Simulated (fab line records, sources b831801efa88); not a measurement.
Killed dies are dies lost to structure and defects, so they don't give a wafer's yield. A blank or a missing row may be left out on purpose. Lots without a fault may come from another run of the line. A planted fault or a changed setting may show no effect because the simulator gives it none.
fab line records | flow gf180mcu
record lots=5 wafers=15 last_day=34
route steps=602 shown V2@406 M3@409 V3@429
lots that met no fault: from a run of the same line without faults
start_h: hours from the record's first day to the start of the lot's first wafer shown | wait_h: hours since the lot's step before | " the same as in the row above | L1.1+2: a row that stands for several wafers | - no value, or no start given | * or withheld: withheld | < > ~ a bound
route shown NAME@n: a module of which the file shows steps, and the number in the route of the first | usual: mean/standard deviation of fault-free wafers | same: alike in all rows | chamber/n: place in a boat | sites: the reading at each site | _std_site: their standard deviation | _edge_site: outer sites' mean less inner sites' | radius_mm: how far each site lies from the wafer's centre | mask NAME#n: copy n | behind: the tool/chamber that last shaped the wafer | hold: why the lot was held/for how many hours/how that ended | device: the transistor (n, p or np) that didn't switch | end of line: the same wafers' tests at the end of the route | a step without rows: its recipe alone | killed: dies lost to structure and defects at the first sort, not the wafer's yield | map: a wafer's dies, x killed, . not, _ none there
set.NAME: the setting as run; set.NAME@STEP: as run at that earlier step | model.NAME: the simulator's own value behind a step, which no gauge read
lots at some steps of the route; a table a step, a row a wafer
services: from which hour (start_h, from the record's first day; less than 0 if before it) a tool's chamber was out of use, for how many hours, and why
## steps
# step GF_V2_RS_MEAS_24
# recipe thk_meas_gauge=four-point-probe reads=W_of_V2_CVD_23+TiN_of_V2_SPUTTER_22+Ti_of_V2_SPUTTER_21
# usual V2_W_RS=0.327/0.0044
# columns lot.wafer tool chamber start_h wait_h V2_W_RS[ohm/sq]
L074.1 film_metro-03 - 464.83 0.2 0.324
L074.2 " - " " 0.321
L074.6 " - " " 0.326
L082.1 film_metro-03 - 539.28 0.1 0.337
L082.2 " - " " 0.333
L082.6 " - " " 0.332
L088.1 film_metro-03 - 586.98 0.1 0.328
L088.3 " - " " 0.329
L088.4 " - " " 0.326
L091.1 film_metro-04 - 605.78 0.1 0.325
L091.3 " - " " 0.326
L091.6 " - " " 0.322
L095.2 film_metro-04 - 638.25 0.1 0.330
L095.5 " - " " 0.327
L095.6 " - " " 0.327
# step GF_V2_THK_MEAS_25
# recipe thk_meas_gauge=xrf reads=W_of_V2_CVD_23
# usual V2_W_THK=364/6.3
# columns lot.wafer tool chamber start_h wait_h V2_W_THK[nm]
L074.1 film_metro-03 - 464.95 0.1 372
L074.2 " - " " 375
L074.6 " - " " 369
L082.1 film_metro-03 - 539.40 0.1 355
L082.2 " - " " 363
L082.6 " - " " 362
L088.1 film_metro-03 - 587.10 0.1 368
L088.3 " - " " 365
L088.4 " - " " 367
L091.1 film_metro-04 - 605.90 0.1 363
L091.3 " - " " 364
L091.6 " - " " 366
L095.2 film_metro-04 - 638.36 0.1 362
L095.5 " - " " 367
L095.6 " - " " 365
# step GF_V2_CMP_26
# recipe stop_on=SiO2 down_force_psi=3.5 platen_rpm=60 t_overpolish_s=15 target_thk_nm=0 pad_velocity_m_s=0.94248
# usual motor_current_A=10.8/0.95 overpolish_run_s=15.000/0.0096 time_to_endpoint_s=88/4.1
# same t_overpolish_s=15
# columns lot.wafer tool chamber start_h wait_h motor_current_A overpolish_run_s time_to_endpoint_s
L074.2 cmp-02 3 465.01 0.0 11.6 15.004 81
L074.1 " 0 " " 10.9 14.996 90
L074.6 " 3 " " 11.7 14.992 81
L082.2 cmp-01 1 539.56 0.1 9.2 14.993 93
L082.1 " 2 " " 11.4 14.993 90
L082.6 " 3 " " 11.7 15.002 87
L088.3 cmp-02 2 587.21 0.1 10.7 15.002 88
L088.1 " 3 " " 10.2 15.001 85
L088.4 " 0 " " 10.9 14.996 93
L091.1 cmp-01 0 606.23 0.3 9.7 15.005 90
L091.3 " 1 " " 9.6 15.002 90
L091.6 " 2 " " 11.7 14.997 86
L095.2 cmp-01 3 638.51 0.1 11.1 15.006 84
L095.6 " 1 " " 9.1 15.002 88
L095.5 " 2 " " 11.8 15.001 82
# step GF_M3_SPUTTER_00
# recipe material=Ti target_thk_nm=37.5 arriving_ion_energy_ev=80 substrate_temp_c=200 chamber_pressure_pa=2 power_w=4000 time_s=150
# usual throttle_valve_pct=29.8/0.79
# columns lot.wafer tool chamber start_h wait_h throttle_valve_pct
L074.1 pvd_sputter-01 - 465.31 0.2 30.0
L074.2 " - " " 28.8
L074.6 " - " " 29.8
L082.1 pvd_sputter-04 - 539.76 0.1 30.8
L082.2 " - " " 29.1
L082.6 " - " " 29.3
L088.1 pvd_sputter-03 - 587.46 0.1 29.0
L088.3 " - " " 30.2
L088.4 " - " " 28.8
L091.1 pvd_sputter-03 - 606.43 0.1 30.2
L091.3 " - " " 28.7
L091.6 " - " " 28.6
L095.2 pvd_sputter-01 - 638.71 0.1 30.2
L095.5 " - " " 31.0
L095.6 " - " " 28.9
# step GF_M3_SPUTTER_01
# recipe material=TiN target_thk_nm=30 power_w=6500 time_s=25 chamber_pressure_pa=0.4
# usual throttle_valve_pct=29.8/0.8
# columns lot.wafer tool chamber start_h wait_h throttle_valve_pct
L074.1 pvd_sputter-01 - 465.41 0.1 29.7
L074.2 " - " " 28.9
L074.6 " - " " 29.9
L082.1 pvd_sputter-04 - 539.86 0.1 30.9
L082.2 " - " " 29.2
L082.6 " - " " 29.1
L088.1 pvd_sputter-03 - 587.56 0.1 28.9
L088.3 " - " " 30.3
L088.4 " - " " 28.7
L091.1 pvd_sputter-03 - 606.53 0.1 30.4
L091.3 " - " " 28.8
L091.6 " - " " 28.8
L095.2 pvd_sputter-01 - 638.81 0.1 29.9
L095.5 " - " " 30.8
L095.6 " - " " 28.6
# step GF_M3_SPUTTER_02
# recipe material=AlCu target_thk_nm=450 power_w=10600 time_s=23.9 chamber_pressure_pa=0.4
# usual throttle_valve_pct=29.8/0.8
# columns lot.wafer tool chamber start_h wait_h throttle_valve_pct
L074.1 pvd_sputter-01 - 465.44 0.0 30.1
L074.2 " - " " 28.7
L074.6 " - " " 30.0
L082.1 pvd_sputter-04 - 539.89 0.0 31.1
L082.2 " - " " 29.3
L082.6 " - " " 29.4
L088.1 pvd_sputter-03 - 587.59 0.0 29.0
L088.3 " - " " 30.4
L088.4 " - " " 28.9
L091.1 pvd_sputter-03 - 606.56 0.0 30.3
L091.3 " - " " 29.1
L091.6 " - " " 28.8
L095.2 pvd_sputter-01 - 638.84 0.0 29.8
L095.5 " - " " 31.2
L095.6 " - " " 29.1
# step GF_M3_SPUTTER_03
# recipe material=Ti target_thk_nm=10 substrate_temp_c=300 chamber_pressure_pa=0.3 power_w=3000 time_s=6.7
# usual throttle_valve_pct=29.8/0.81
# columns lot.wafer tool chamber start_h wait_h throttle_valve_pct
L074.1 pvd_sputter-01 - 465.47 0.0 29.8
L074.2 " - " " 28.9
L074.6 " - " " 29.8
L082.1 pvd_sputter-04 - 539.92 0.0 30.7
L082.2 " - " " 29.1
L082.6 " - " " 29.2
L088.1 pvd_sputter-03 - 587.62 0.0 28.8
L088.3 " - " " 30.4
L088.4 " - " " 28.8
L091.1 pvd_sputter-03 - 606.59 0.0 30.1
L091.3 " - " " 28.8
L091.6 " - " " 28.7
L095.2 pvd_sputter-01 - 638.87 0.0 30.2
L095.5 " - " " 30.9
L095.6 " - " " 28.8
# step GF_M3_SPUTTER_04
# recipe material=TiN target_thk_nm=50 power_w=6500 time_s=41.7 chamber_pressure_pa=0.4
# usual throttle_valve_pct=29.8/0.79
# columns lot.wafer tool chamber start_h wait_h throttle_valve_pct
L074.1 pvd_sputter-01 - 465.49 0.0 30.1
L074.2 " - " " 28.6
L074.6 " - " " 30.0
L082.1 pvd_sputter-04 - 539.94 0.0 31.0
L082.2 " - " " 29.3
L082.6 " - " " 29.4
L088.1 pvd_sputter-03 - 587.64 0.0 29.0
L088.3 " - " " 30.3
L088.4 " - " " 28.7
L091.1 pvd_sputter-03 - 606.61 0.0 30.2
L091.3 " - " " 28.9
L091.6 " - " " 28.7
L095.2 pvd_sputter-01 - 638.89 0.0 30.2
L095.5 " - " " 30.8
L095.6 " - " " 28.8
# step GF_M3_RS_MEAS_05
# recipe thk_meas_gauge=four-point-probe reads=TiN_of_M3_SPUTTER_04+Ti_of_M3_SPUTTER_03+AlCu_of_M3_SPUTTER_02+TiN_of_M3_SPUTTER_01+Ti_of_M3_SPUTTER_00
# usual M3_ALCU_RS=0.0695/0.00092
# columns lot.wafer tool chamber start_h wait_h M3_ALCU_RS[ohm/sq]
L074.1 film_metro-02 - 465.53 0.0 0.0703
L074.2 " - " " 0.0682
L074.6 " - " " 0.0699
L082.1 film_metro-02 - 539.98 0.0 0.0696
L082.2 " - " " 0.0706
L082.6 " - " " 0.0685
L088.1 film_metro-01 - 587.68 0.0 0.0703
L088.3 " - " " 0.0687
L088.4 " - " " 0.0685
L091.1 film_metro-02 - 606.65 0.0 0.0696
L091.3 " - " " 0.0711
L091.6 " - " " 0.0690
L095.2 film_metro-01 - 638.95 0.0 0.0701
L095.5 " - " " 0.0714
L095.6 " - " " 0.0699
# step GF_M3_THK_MEAS_06
# recipe thk_meas_gauge=xrf reads=AlCu_of_M3_SPUTTER_02
# usual M3_ALCU_THK=453/5.7
# columns lot.wafer tool chamber start_h wait_h M3_ALCU_THK[nm]
L074.1 film_metro-02 - 465.65 0.1 448
L074.2 " - " " 462
L074.6 " - " " 451
L082.1 film_metro-02 - 540.10 0.1 452
L082.2 " - " " 447
L082.6 " - " " 460
L088.1 film_metro-01 - 587.80 0.1 444
L088.3 " - " " 457
L088.4 " - " " 457
L091.1 film_metro-02 - 606.77 0.1 454
L091.3 " - " " 443
L091.6 " - " " 461
L095.2 film_metro-01 - 639.06 0.1 446
L095.5 " - " " 442
L095.6 " - " " 448
# step GF_M3_DEHYDRATE_07
# recipe temp_c=200 time_s=60
# usual resist_line_temp_C=23.03/0.11
# columns lot.wafer tool chamber start_h wait_h resist_line_temp_C
L074.1 litho_track-02 0 477.06 11.4 23.18
L074.2 " 0 " " 22.93
L074.6 " 0 " " 23.08
L082.1 litho_track-02 0 550.76 10.6 23.15
L082.2 " 0 " " 23.04
L082.6 " 0 " " 23.07
L088.1 litho_track-03 0 598.15 10.3 23.18
L088.3 " 0 " " 23.02
L088.4 " 0 " " 23.03
L091.1 litho_track-01 0 615.98 9.2 22.98
L091.3 " 0 " " 22.79
L091.6 " 0 " " 22.84
L095.2 litho_track-02 0 648.44 9.4 23.03
L095.5 " 0 " " 22.85
L095.6 " 0 " " 23.02
# step GF_M3_HMDS_08
# recipe prime_time_s=60 prime_temp_c=120
# usual resist_line_temp_C=22.99/0.12
# columns lot.wafer tool chamber start_h wait_h resist_line_temp_C
L074.1 litho_track-02 0 477.21 0.1 23.03
L074.2 " 0 " " 23.05
L074.6 " 0 " " 23.15
L082.1 litho_track-02 0 550.91 0.1 22.99
L082.2 " 0 " " 22.83
L082.6 " 0 " " 22.84
L088.1 litho_track-03 0 598.30 0.1 23.29
L088.3 " 0 " " 23.03
L088.4 " 0 " " 22.97
L091.1 litho_track-01 0 616.13 0.1 23.06
L091.3 " 0 " " 22.81
L091.6 " 0 " " 23.21
L095.2 litho_track-02 0 648.59 0.1 22.93
L095.5 " 0 " " 22.84
L095.6 " 0 " " 22.85
# step GF_M3_COAT_09
# recipe resist=KrF spin_rpm=withheld resist_thk_nm=1000
# usual resist_line_temp_C=23.03/0.1
# columns lot.wafer tool chamber start_h wait_h resist_line_temp_C
L074.1 litho_track-02 0 477.36 0.1 23.09
L074.2 " 0 " " 22.97
L074.6 " 0 " " 23.15
L082.1 litho_track-02 0 551.06 0.1 22.85
L082.2 " 0 " " 22.95
L082.6 " 0 " " 22.97
L088.1 litho_track-03 0 598.45 0.1 23.05
L088.3 " 0 " " 23.26
L088.4 " 0 " " 23.02
L091.1 litho_track-01 0 616.28 0.1 23.19
L091.3 " 0 " " 23.20
L091.6 " 0 " " 23.04
L095.2 litho_track-02 0 648.74 0.1 22.91
L095.5 " 0 " " 22.89
L095.6 " 0 " " 23.14
# step GF_M3_SOFTBAKE_10
# recipe temp_c=130 time_s=60 resist=KrF
# usual resist_line_temp_C=23.01/0.1
# columns lot.wafer tool chamber start_h wait_h resist_line_temp_C
L074.1 litho_track-02 0 477.51 0.1 23.24
L074.2 " 0 " " 23.24
L074.6 " 0 " " 23.17
L082.1 litho_track-02 0 551.21 0.1 22.86
L082.2 " 0 " " 23.00
L082.6 " 0 " " 22.86
L088.1 litho_track-03 0 598.60 0.1 22.93
L088.3 " 0 " " 22.91
L088.4 " 0 " " 22.87
L091.1 litho_track-01 0 616.43 0.1 22.91
L091.3 " 0 " " 23.01
L091.6 " 0 " " 22.97
L095.2 litho_track-02 0 648.89 0.1 22.94
L095.5 " 0 " " 23.04
L095.6 " 0 " " 23.02
# step GF_M3_EXPOSE_11
# recipe mask_id=Metal3 target_cd_nm=280 na=0.68 source_shape=conventional sigma_outer=0.6 dose_mj=28
# columns lot.wafer tool chamber start_h wait_h mask
L074.1+2+6 krf_scanner-01 0 - - Metal3#0
L082.1+2+6 krf_scanner-01 0 - - Metal3#0
L088.1+3+4 krf_scanner-02 0 - - Metal3#0
L091.1+3+6 krf_scanner-02 0 - - Metal3#0
L095.2+5+6 krf_scanner-02 0 - - Metal3#0
# step GF_M3_PEB_12
# recipe peb_temp_c=135 peb_time_s=90 resist=KrF
# usual resist_line_temp_C=23.03/0.1
# same peb_time_s=90
# columns lot.wafer tool chamber start_h wait_h resist_line_temp_C
L074.1 litho_track-02 0 - - 23.02
L074.2 " 0 " " 23.02
L074.6 " 0 " " 23.03
L082.1 litho_track-03 0 - - 23.15
L082.2 " 0 " " 23.06
L082.6 " 0 " " 23.14
L088.1 litho_track-03 0 - - 23.22
L088.3 " 0 " " 23.08
L088.4 " 0 " " 23.02
L091.1 litho_track-01 0 - - 23.09
L091.3 " 0 " " 22.97
L091.6 " 0 " " 23.06
L095.2 litho_track-01 0 - - 23.15
L095.5 " 0 " " 22.99
L095.6 " 0 " " 23.14
# step GF_M3_DEVELOP_13
# recipe develop_time_s=60 dev_temp_c=21
# usual developer_temp_C=21.00/0.12 resist_line_temp_C=23.02/0.11
# columns lot.wafer tool chamber start_h wait_h developer_temp_C resist_line_temp_C
L074.1 litho_track-02 0 489.66 0.2 21.02 22.93
L074.2 " 0 " " 20.92 22.97
L074.6 " 0 " " 20.98 22.85
L082.1 litho_track-03 0 561.50 0.2 20.91 23.08
L082.2 " 0 " " 20.83 23.09
L082.6 " 0 " " 20.68 23.19
L088.1 litho_track-03 0 608.80 0.2 21.17 23.06
L088.3 " 0 " " 21.09 22.88
L088.4 " 0 " " 21.02 22.72
L091.1 litho_track-01 0 626.43 0.2 20.90 23.10
L091.3 " 0 " " 20.93 23.14
L091.6 " 0 " " 20.93 23.05
L095.2 litho_track-01 0 658.56 0.2 20.82 23.00
L095.5 " 0 " " 20.73 22.97
L095.6 " 0 " " 20.83 23.00
# step GF_M3_CD_MEAS_14
# recipe target_cd_nm=280
# usual cd_nm=280.0/1.2
# columns lot.wafer tool chamber start_h wait_h cd_nm
L074.1 cd_sem-01 - 489.81 0.1 278.5
L074.2 " - " " 279.5
L074.6 " - " " 278.5
L082.1 cd_sem-02 - 561.65 0.1 278.6
L082.2 " - " " 277.9
L082.6 " - " " 278.2
L088.1 cd_sem-02 - 608.95 0.1 280.6
L088.3 " - " " 281.1
L088.4 " - " " 280.8
L091.1 cd_sem-02 - 626.58 0.1 279.3
L091.3 " - " " 280.4
L091.6 " - " " 280.3
L095.2 cd_sem-02 - 658.70 0.1 282.1
L095.5 " - " " 281.0
L095.6 " - " " 281.9
# step GF_M3_OVL_MEAS_15
# usual M3_OVL=-2/4.3
# columns lot.wafer tool chamber start_h wait_h M3_OVL[nm]
L074.1 overlay-02 - 489.93 0.1 -7
L074.2 " - " " -1
L074.6 " - " " -6
L082.1 overlay-02 - 561.77 0.1 -2
L082.2 " - " " -1
L082.6 " - " " -1
L088.1 overlay-02 - 609.07 0.1 5
L088.3 " - " " 1
L088.4 " - " " -2
L091.1 overlay-02 - 626.70 0.1 2
L091.3 " - " " -1
L091.6 " - " " 1
L095.2 overlay-02 - 658.81 0.1 2
L095.5 " - " " 7
L095.6 " - " " -4
# step GF_M3_METAL_ETCH_16
# recipe chemistry=Cl2/BCl3 mask_material=KrF target_depth_nm=750.8 stop_on=SiO2 pressure_mtorr=8 icp_w=800 bias_w=140 Cl2_flow_sccm=80 bcl3_flow_sccm=40 time_s=125.1
# usual drypump_motor_current_A=5.7/0.43 oes_product_au=0.987/0.011 throttle_valve_pct=28.234/0.013
# columns lot.wafer tool chamber start_h wait_h drypump_motor_current_A oes_product_au rf_hours_counter_h throttle_valve_pct
L074.1 rie_metal-02 0 489.97 0.0 5.2 0.976 2 28.244
L074.2 " 1 " " 5.5 0.989 12 28.222
L074.6 " 0 " " 5.3 0.992 - 28.241
L082.1 rie_metal-01 0 561.81 0.0 6.4 0.959 8 28.243
L082.2 " 1 " " 5.5 1.010 3 28.235
L082.6 " 0 " " 6.4 0.968 - 28.252
L088.1 rie_metal-01 1 609.11 0.0 5.5 0.994 4 28.223
L088.3 " 0 " " 6.4 0.975 - 28.246
L088.4 " 1 " " 5.5 0.987 - 28.236
L091.1 rie_metal-03 1 626.74 0.0 5.4 0.988 12 28.221
L091.3 " 1 " " 5.4 0.987 - 28.242
L091.6 " 0 " " 6.3 0.986 - 28.217
L095.2 rie_metal-03 0 658.84 0.0 6.3 1.000 2 28.231
L095.5 " 1 " " 5.4 0.983 - 28.224
L095.6 " 0 " " 6.3 1.001 - 28.224
# step GF_M3_STRIP_17
# recipe chemistry=O2/N2 power_w=1400 pressure_mtorr=1500 platen_temp_c=250 o2_flow_sccm=3000 n2_flow_sccm=300 overash_fraction=0.5
# usual drypump_motor_current_A=5.68/0.27 heater_power_w=358/42 oes_product_au=0.538/0.0054 strip_time_to_endpoint_s=7.41/0.085
# columns lot.wafer tool chamber start_h wait_h drypump_motor_current_A heater_power_w oes_product_au rf_hours_counter_h strip_time_to_endpoint_s
L074.1 plasma_asher-04 1 490.10 0.1 5.45 355 0.543 85 7.51
L074.2 " 0 " " 6.57 297 0.539 85 7.34
L074.6 " 0 " " 6.58 294 0.542 - 7.44
L082.1 plasma_asher-01 0 561.94 0.1 5.79 381 0.544 14 7.57
L082.2 " 1 " " 5.48 324 0.538 14 7.34
L082.6 " 0 " " 5.80 374 0.545 - 7.57
L088.1 plasma_asher-04 1 609.24 0.1 5.47 344 0.536 96 7.36
L088.3 " 1 " " 5.48 358 0.550 - 7.51
L088.4 " 0 " " 6.56 290 0.532 - 7.37
L091.1 plasma_asher-02 0 626.87 0.1 5.48 333 0.537 53 7.42
L091.3 " 0 " " 5.49 338 0.540 - 7.44
L091.6 " 1 " " 5.73 427 0.530 - 7.27
L095.2 plasma_asher-02 1 658.97 0.1 5.74 409 0.539 56 7.30
L095.5 " 0 " " 5.48 338 0.542 - 7.43
L095.6 " 1 " " 5.74 421 0.536 - 7.27
# step GF_M3_STRIP_18
# recipe chemistry=post_etch_residue_remover time_s=1200 temp_c=72.5
# usual bath_heat_duty_pct=14.0/1.4
# columns lot.wafer tool chamber start_h wait_h bath_heat_duty_pct
L074.1 wet_bench-03 1 490.20 0.1 15.3
L074.2 " 1 " " 14.8
L074.6 " 1 " " 14.1
L082.1 wet_bench-04 2 562.04 0.1 12.6
L082.2 " 2 " " 13.5
L082.6 " 2 " " 13.1
L088.1 wet_bench-01 1 609.34 0.1 12.5
L088.3 " 1 " " 12.2
L088.4 " 1 " " 11.7
L091.1 wet_bench-01 2 626.97 0.1 16.8
L091.3 " 2 " " 14.2
L091.6 " 2 " " 15.5
L095.2 wet_bench-04 1 659.07 0.1 13.0
L095.5 " 1 " " 12.8
L095.6 " 1 " " 12.3
# step GF_M3_CLEAN_19
# recipe chemistry=DIW dry=n2_spin
# columns lot.wafer tool chamber start_h wait_h
L074.1+2+6 wet_bench-04 0 490.88 0.0
L082.1+2+6 wet_bench-01 0 562.38 0.0
L088.1+3+4 wet_bench-04 2 609.68 0.0
L091.1+3+6 wet_bench-03 1 627.38 0.0
L095.2+5+6 wet_bench-03 3 659.41 0.0
# step GF_V3_CVD_00
# recipe material=SiO2 target_thk_nm=600 sigma_open_frac=0.3 temp_c=400 time_s=100 sih4_flow_sccm=60 pressure_mtorr=6
# columns lot.wafer tool chamber start_h wait_h
L074.1+2+6 hdpcvd-02 0,1,0 490.98 0.0
L082.1+2+6 hdpcvd-02 1,0,2 562.47 0.0
L088.1+3+4 hdpcvd-01 2,0,2 609.77 0.0
L091.1+3+6 hdpcvd-02 1,0,1 627.49 0.0
L095.2+5+6 hdpcvd-01 0,2,0 659.50 0.0
# step GF_V3_THK_MEAS_01
# recipe reads=SiO2_of_V3_CVD_00
# usual V3_CVD_00_THK=599/9
# columns lot.wafer tool chamber start_h wait_h V3_CVD_00_THK[nm]
L074.1 film_metro-03 - 491.05 0.0 605
L074.2 " - " " 594
L074.6 " - " " 602
L082.1 film_metro-03 - 562.54 0.0 591
L082.2 " - " " 593
L082.6 " - " " 587
L088.1 film_metro-02 - 609.84 0.0 610
L088.3 " - " " 602
L088.4 " - " " 611
L091.1 film_metro-01 - 627.56 0.0 599
L091.3 " - " " 612
L091.6 " - " " 607
L095.2 film_metro-03 - 659.58 0.0 603
L095.5 " - " " 602
L095.6 " - " " 605
# step GF_V3_CVD_02
# recipe material=SiO2 target_thk_nm=850 precursor=TEOS temp_c=400 time_s=94.851 rf_w=600
# usual heater_power_w=689/79
# columns lot.wafer tool chamber start_h wait_h heater_power_w
L074.1 pecvd-01 0 491.11 0.1 682
L074.2 " 2 " " 740
L074.6 " 2 " " 785
L082.1 pecvd-02 1 562.60 0.1 606
L082.2 " 2 " " 672
L082.6 " 1 " " 650
L088.1 pecvd-01 1 609.90 0.1 820
L088.3 " 2 " " 781
L088.4 " 1 " " 651
L091.1 pecvd-02 1 627.62 0.1 568
L091.3 " 0 " " 832
L091.6 " 2 " " 634
L095.2 pecvd-04 1 659.63 0.0 618
L095.5 " 1 " " 679
L095.6 " 2 " " 625
# step GF_V3_THK_MEAS_03
# recipe reads=SiO2_of_V3_CVD_02
# usual V3_CVD_02_THK=855/13
# columns lot.wafer tool chamber start_h wait_h V3_CVD_02_THK[nm]
L074.1 film_metro-02 - 491.18 0.0 880
L074.2 " - " " 849
L074.6 " - " " 864
L082.1 film_metro-02 - 562.67 0.0 848
L082.2 " - " " 869
L082.6 " - " " 846
L088.1 film_metro-01 - 610.01 0.1 858
L088.3 " - " " 853
L088.4 " - " " 880
L091.1 film_metro-03 - 627.69 0.0 825
L091.3 " - " " 851
L091.6 " - " " 864
L095.2 film_metro-02 - 659.71 0.0 846
L095.5 " - " " 866
L095.6 " - " " 853
# step GF_V3_CMP_04
# recipe material=SiO2 down_force_psi=4 platen_rpm=60 pad_velocity_m_s=0.94248
# usual motor_current_A=11.8/1 time_to_endpoint_s=83/5.9
# columns lot.wafer tool chamber start_h wait_h motor_current_A time_to_endpoint_s
L074.1 cmp-01 1 491.41 0.2 10.2 95
L074.2 " 2 " " 12.9 79
L074.6 " 0 " " 11.0 93
L082.2 cmp-01 3 562.78 0.1 13.7 83
L082.1 " 1 " " 10.0 79
L082.6 " 3 " " 12.3 74
L088.3 cmp-02 2 610.07 0.0 11.9 79
L088.4 " 3 " " 12.3 90
L088.1 " 1 " " 10.8 82
L091.1 cmp-02 3 627.80 0.1 12.6 70
L091.3 " 0 " " 12.1 85
L091.6 " 2 " " 12.1 83
L095.2 cmp-02 2 659.76 0.0 12.0 74
L095.6 " 2 " " 12.6 78
L095.5 " 3 " " 11.5 83
# step GF_V3_BOW_MEAS_05
# recipe mode=bow
# usual V3_BOW=114/8.5
# columns lot.wafer tool chamber start_h wait_h V3_BOW[um]
L074.1 film_metro-01 - 491.66 0.2 123
L074.2 " - " " 121
L074.6 " - " " 121
L082.1 film_metro-03 - 563.03 0.1 117
L082.2 " - " " 115
L082.6 " - " " 110
L088.1 film_metro-02 - 610.37 0.1 111
L088.3 " - " " 107
L088.4 " - " " 99
L091.1 film_metro-01 - 628.05 0.2 127
L091.3 " - " " 121
L091.6 " - " " 127
L095.2 film_metro-02 - 660.08 0.3 106
L095.5 " - " " 115
L095.6 " - " " 95
# step GF_V3_DEHYDRATE_06
# recipe temp_c=200 time_s=60
# usual resist_line_temp_C=23.02/0.11
# columns lot.wafer tool chamber start_h wait_h resist_line_temp_C
L074.1 litho_track-03 0 502.95 11.3 23.21
L074.2 " 0 " " 23.15
L074.6 " 0 " " 23.12
L082.1 litho_track-03 0 573.75 10.7 23.06
L082.2 " 0 " " 23.01
L082.6 " 0 " " 23.21
L088.1 litho_track-03 0 620.35 10.0 22.92
L088.3 " 0 " " 22.99
L088.4 " 0 " " 22.91
L091.1 litho_track-03 0 637.30 9.2 23.11
L091.3 " 0 " " 23.10
L091.6 " 0 " " 23.03
L095.2 litho_track-03 0 669.23 9.1 22.94
L095.5 " 0 " " 23.09
L095.6 " 0 " " 22.98
# step GF_V3_HMDS_07
# recipe prime_time_s=60 prime_temp_c=120
# usual resist_line_temp_C=23.00/0.11
# columns lot.wafer tool chamber start_h wait_h resist_line_temp_C
L074.1 litho_track-03 0 503.10 0.1 23.16
L074.2 " 0 " " 23.23
L074.6 " 0 " " 23.19
L082.1 litho_track-03 0 573.90 0.1 23.24
L082.2 " 0 " " 23.26
L082.6 " 0 " " 23.11
L088.1 litho_track-03 0 620.50 0.1 22.98
L088.3 " 0 " " 22.99
L088.4 " 0 " " 23.06
L091.1 litho_track-03 0 637.45 0.1 23.16
L091.3 " 0 " " 23.11
L091.6 " 0 " " 22.95
L095.2 litho_track-03 0 669.38 0.1 23.05
L095.5 " 0 " " 23.11
L095.6 " 0 " " 23.09
# step GF_V3_COAT_08
# recipe resist=BARC temp_c=withheld time_s=withheld spin_rpm=withheld resist_thk_nm=withheld
# usual resist_line_temp_C=*
# columns lot.wafer tool chamber start_h wait_h resist_line_temp_C
L074.1 litho_track-03 0 503.25 0.1 *
L074.2 " 0 " " *
L074.6 " 0 " " *
L082.1 litho_track-03 0 574.05 0.1 *
L082.2 " 0 " " *
L082.6 " 0 " " *
L088.1 litho_track-03 0 620.65 0.1 *
L088.3 " 0 " " *
L088.4 " 0 " " *
L091.1 litho_track-03 0 637.60 0.1 *
L091.3 " 0 " " *
L091.6 " 0 " " *
L095.2 litho_track-03 0 669.53 0.1 *
L095.5 " 0 " " *
L095.6 " 0 " " *
# step GF_V3_COAT_09
# recipe resist=KrF spin_rpm=withheld resist_thk_nm=1000
# usual resist_line_temp_C=23.00/0.12
# columns lot.wafer tool chamber start_h wait_h resist_line_temp_C
L074.1 litho_track-03 0 - - 22.91
L074.2 " 0 " " 22.99
L074.6 " 0 " " 22.96
L082.1 litho_track-03 0 - - 22.88
L082.2 " 0 " " 22.97
L082.6 " 0 " " 22.94
L088.1 litho_track-03 0 - - 23.17
L088.3 " 0 " " 22.92
L088.4 " 0 " " 23.05
L091.1 litho_track-03 0 - - 23.19
L091.3 " 0 " " 23.09
L091.6 " 0 " " 22.96
L095.2 litho_track-03 0 - - 22.92
L095.5 " 0 " " 22.92
L095.6 " 0 " " 22.90
# step GF_V3_SOFTBAKE_10
# recipe temp_c=130 time_s=60 resist=KrF
# usual resist_line_temp_C=22.99/0.11
# columns lot.wafer tool chamber start_h wait_h resist_line_temp_C
L074.1 litho_track-03 0 - - 22.95
L074.2 " 0 " " 22.92
L074.6 " 0 " " 23.14
L082.1 litho_track-03 0 - - 22.78
L082.2 " 0 " " 22.80
L082.6 " 0 " " 22.78
L088.1 litho_track-03 0 - - 23.03
L088.3 " 0 " " 22.85
L088.4 " 0 " " 23.07
L091.1 litho_track-03 0 - - 22.99
L091.3 " 0 " " 23.06
L091.6 " 0 " " 23.04
L095.2 litho_track-03 0 - - 23.08
L095.5 " 0 " " 23.03
L095.6 " 0 " " 23.17
# step GF_V3_EXPOSE_11
# recipe mask_id=Via3 target_cd_nm=260 na=0.68 source_shape=conventional sigma_outer=0.6 dose_mj=38
# columns lot.wafer tool chamber start_h wait_h mask
L074.1+2+6 krf_scanner-01 0 - - Via3#0
L082.1+2+6 krf_scanner-02 0 - - Via3#0
L088.1+3+4 krf_scanner-01 0 - - Via3#0
L091.1+3+6 krf_scanner-01 0 - - Via3#0
L095.2+5+6 krf_scanner-02 0 - - Via3#0
# step GF_V3_PEB_12
# recipe peb_temp_c=135 peb_time_s=90 resist=KrF
# usual resist_line_temp_C=22.97/0.1
# same peb_time_s=90
# columns lot.wafer tool chamber start_h wait_h resist_line_temp_C
L074.1 litho_track-04 0 - - 22.72
L074.2 " 0 " " 22.97
L074.6 " 0 " " 22.88
L082.1 litho_track-03 0 - - 23.10
L082.2 " 0 " " 23.08
L082.6 " 0 " " 22.94
L088.1 litho_track-03 0 - - 23.04
L088.3 " 0 " " 23.09
L088.4 " 0 " " 23.14
L091.1 litho_track-01 0 - - 22.83
L091.3 " 0 " " 22.80
L091.6 " 0 " " 23.06
L095.2 litho_track-04 0 - - 22.91
L095.5 " 0 " " 23.08
L095.6 " 0 " " 22.87
## services
# columns tool chamber start_h hours kind
krf_scanner-02 - 455.84 1.0 pm
krf_scanner-02 - 461.63 0.4 repair
krf_scanner-02 - 482.87 0.8 pm
cmp-02 - 483.40 4.1 pm
pvd_sputter-04 - 484.49 1.3 repair
pvd_sputter-01 - 484.64 8.0 repair
krf_scanner-01 - 496.68 1.3 pm
krf_scanner-01 - 502.85 0.8 pm
krf_scanner-01 - 513.68 4.0 pm
krf_scanner-01 - 518.21 0.3 repair
pvd_sputter-03 - 534.74 2.1 repair
krf_scanner-01 - 536.55 1.0 pm
pvd_sputter-04 - 538.45 1.1 repair
pvd_sputter-01 - 538.66 1.0 repair
cmp-01 - 559.30 2.6 repair
krf_scanner-02 - 561.70 1.3 pm
cmp-02 - 561.86 5.4 pm
cmp-01 - 572.00 4.0 pm
cmp-01 - 588.20 10.0 pm
pvd_sputter-04 - 592.63 4.2 repair
cmp-01 - 600.53 0.8 repair
cmp-01 - 602.92 3.2 repair
cmp-01 - 609.73 6.4 pm
pvd_sputter-01 - 626.63 1.2 repair
## key
fault none
